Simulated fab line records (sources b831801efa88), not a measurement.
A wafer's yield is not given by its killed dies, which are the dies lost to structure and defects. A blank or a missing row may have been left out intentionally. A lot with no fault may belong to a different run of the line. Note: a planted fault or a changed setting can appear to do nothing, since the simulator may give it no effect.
Which tool was responsible? + flow gf180mcu + 21 wafers sampled from 7 lots at 1 step of a route of 602

## WHAT THE GAUGES READ, wafer by wafer
GF_NSD_OVL_MEAS_08.
| lot  | measured     | on         | NSD_OVL (nm)   |
|------|--------------|------------|----------------|
| L766 | day 15 09:14 | overlay-02 | -1.3 -1.7 -0.7 |
| L769 | day 16 10:59 | overlay-02 | -1.4 -1.2 0.4  |
| L776 | day 18 11:53 | overlay-01 | 2.0 0.3 1.0    |
| L780 | day 19 21:05 | overlay-01 | 0.9 0.2 0.4    |
| L782 | day 20 15:25 | overlay-02 | -0.7 -2.3 -1.2 |
| L784 | day 21 06:38 | overlay-02 | -0.7 -1.1 0.3  |
| L788 | day 22 05:29 | overlay-01 | -0.1 -0.1 0.3  |

## TOOL THAT RAN EACH LOT (tool first, then ch and the chambers of the sampled wafers, then the start)
The record holds no process step before these readings.

## THE ANSWER, worked out from the rows above alone
Rule: what is usual is taken from the lots themselves. The widest of any qualifying gaps counts: lots, ordered by their means at a reading, are off when they make up no more than a third of the lots, leave a main group of 4 or more, and stand apart from it by 3 or more times the standard deviation of that group's means. A main group whose means are all the same, to the digits that the tables above print for the reading, isn't used. A lot without any number at a reading at which 4 lots or more have one is off too. Where the step has rows for the other lots, those lots are counted as sound.
No lot is off at any reading shown: from this, nothing can be told.

## WHAT THE SIMULATOR PUT IN
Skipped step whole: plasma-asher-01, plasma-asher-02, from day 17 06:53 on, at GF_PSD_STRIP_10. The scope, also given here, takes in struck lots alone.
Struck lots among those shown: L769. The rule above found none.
